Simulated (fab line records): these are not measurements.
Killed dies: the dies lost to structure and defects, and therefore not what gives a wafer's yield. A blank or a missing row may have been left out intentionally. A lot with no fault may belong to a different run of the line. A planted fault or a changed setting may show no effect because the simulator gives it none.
Chamber matching || flow gf180mcu || cmp-01 running GF_CONTACT_CMP_27: 4 sister chambers
The step polishes, stops on SiO2, t overpolish 15 s, target thk 0 nm. 4 wafers are shown with their chamber, then 7 later ones without.

## EACH WAFER AND ITS CHAMBER
{"wafer": "L698.5", "chamber": 0, "motor current A (A)": 10.1}
{"wafer": "L700.2", "chamber": 2, "motor current A (A)": 10.2}
{"wafer": "L702.6", "chamber": 3, "motor current A (A)": 9.7}
{"wafer": "L707.1", "chamber": 1, "motor current A (A)": 11.1}

## WAFERS WHOSE CHAMBER IS MISSING
{"wafer": "L707.2", "motor current A (A)": 10.4}
{"wafer": "L707.4", "motor current A (A)": 10.2}
{"wafer": "L709.2", "motor current A (A)": 10.0}
{"wafer": "L709.3", "motor current A (A)": 11.0}
{"wafer": "L709.5", "motor current A (A)": 10.1}
{"wafer": "L710.1", "motor current A (A)": 10.6}
{"wafer": "L710.3", "motor current A (A)": 9.7}

## EACH ONE'S CHAMBER
{"wafer": "L707.2", "from the rows above": "can't be placed: 2 or 0", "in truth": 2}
{"wafer": "L707.4", "from the rows above": "can't be placed: 2 or 0", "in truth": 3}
{"wafer": "L709.2", "from the rows above": "can't be placed: 0 or 2 or 3", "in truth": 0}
{"wafer": "L709.3", "from the rows above": 1, "in truth": 1}
{"wafer": "L709.5", "from the rows above": "can't be placed: 0 or 2", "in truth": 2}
{"wafer": "L710.1", "from the rows above": "can't be placed: 2 or 0 or 1", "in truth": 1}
{"wafer": "L710.3", "from the rows above": 3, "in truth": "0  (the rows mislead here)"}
1 of 7 placed correctly. Can't be placed from these rows: 5 (the true chamber is among the candidates in 4). Placed wrongly: 1.
How it was worked out, from the rows above alone: a wafer's distance from a chamber is the root of the sum, over the readings, of the square of ((its reading less the chamber's mean) divided by the reading's scatter). The wafer belongs to the nearest chamber; if the next one is less than 2 further off, it can't be placed. Each chamber's mean is taken over the wafers shown for it. The scatter: with one shown wafer a chamber, the root of the mean of the squares of how far each hidden wafer lies from its nearest shown one.
